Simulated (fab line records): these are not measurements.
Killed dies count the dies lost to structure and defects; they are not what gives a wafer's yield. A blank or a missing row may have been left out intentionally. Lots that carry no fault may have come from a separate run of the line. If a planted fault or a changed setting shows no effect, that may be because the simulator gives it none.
The tool behind it: which one?    flow gf180mcu    18 wafers from 6 lots sampled at 4 of the route's 602 steps

== WHAT THE GAUGES READ, wafer by wafer ==
GF_TOP_METAL_RS_MEAS_05: measurement is done with a four-point probe.
lot   measured      on             TOP_METAL_ALCU_RS (ohm/sq)
L250  day 27 20:34  film_metro-03  0.0334 0.0332 0.0334
L255  day 29 01:39  film_metro-03  0.0335 0.0337 0.0336
L256  day 29 13:54  film_metro-04  0.0335 0.0328 0.0332
L259  day 30 08:18  film_metro-04  0.0329 0.0329 0.0329
L261  day 30 20:37  film_metro-03  0.0332 0.0332 0.0334
L266  day 32 04:40  film_metro-02  0.0320 0.0325 0.0508

== WHAT TOOL EACH LOT RAN ON (gives the tool, then ch and the chambers of the sampled wafers, and finally the start) ==
lot   GF_V5_ETCH_17                                  GF_V5_SPUTTER_22              GF_TOP_METAL_SPUTTER_02
L250  rie_diel-03 ch 0,1,3, day 27 19:43 or earlier  pvd_sputter-04, day 27 19:43  pvd_sputter-03, day 27 20:29
L255  rie_diel-03 ch 1,2,3, day 29 00:45 or earlier  pvd_sputter-04, day 29 00:45  pvd_sputter-03, day 29 01:31
L256  rie_diel-02 ch 0,3, day 29 13:03 or earlier    pvd_sputter-02, day 29 13:03  pvd_sputter-02, day 29 13:49
L259  rie_diel-03 ch 0,2, day 30 07:27 or earlier    pvd_sputter-02, day 30 07:27  pvd_sputter-03, day 30 08:13
L261  rie_diel-02 ch 1,3, day 30 19:41 or earlier    pvd_sputter-01, day 30 19:41  pvd_sputter-02, day 30 20:31
L266  rie_diel-02 ch 0,1,3, day 32 03:22 or earlier  pvd_sputter-01, day 32 03:22  pvd_sputter-04, day 32 04:35
- GF_V5_ETCH_17: etches SiO2 in C4F8/O2/Ar, stops on TiN, target depth 855 nm.
- GF_V5_SPUTTER_22: material TiN, target thk 10 nm, time 40 s.
- GF_TOP_METAL_SPUTTER_02: material AlCu, target thk 900 nm, time 47.82 s.

== THE ANSWER, worked out from the rows above alone ==
Rule: usual is defined by the lots themselves. The widest of any qualifying gaps counts: lots, ordered by their means at a reading, are off when they make up no more than a third of the lots, leave a main group of 4 or more, and stand apart from it by 3 or more times the standard deviation of that group's means. The tables above print the reading to a certain number of digits; a main group whose means all agree to those digits is not used. Also off: a lot with no number at a reading for which 4 or more lots have one. Any other lot the step has rows for is counted as sound.
Off: L266, seen at GF_TOP_METAL_RS_MEAS_05 (TOP_METAL_ALCU_RS). The main group: mean 0.0333 ohm/sq, standard deviation 0.00023.
If a tool, at a process step before that reading, ran all the lots that are off and no sound lot after the first of them, it fits. Gauges at GF_TOP_METAL_RS_MEAS_05: tried the same way as those tools. GF_V5_ETCH_17: start missing for some lots; hours and lot order therefore follow GF_V5_SPUTTER_22. Can't be told from this: 4 tools fit, rie_diel-02 at GF_V5_ETCH_17, pvd_sputter-01 at GF_V5_SPUTTER_22, pvd_sputter-04 at GF_TOP_METAL_SPUTTER_02, film_metro-02 at GF_TOP_METAL_RS_MEAS_05.

== WHAT THE SIMULATOR HAD INSERTED ==
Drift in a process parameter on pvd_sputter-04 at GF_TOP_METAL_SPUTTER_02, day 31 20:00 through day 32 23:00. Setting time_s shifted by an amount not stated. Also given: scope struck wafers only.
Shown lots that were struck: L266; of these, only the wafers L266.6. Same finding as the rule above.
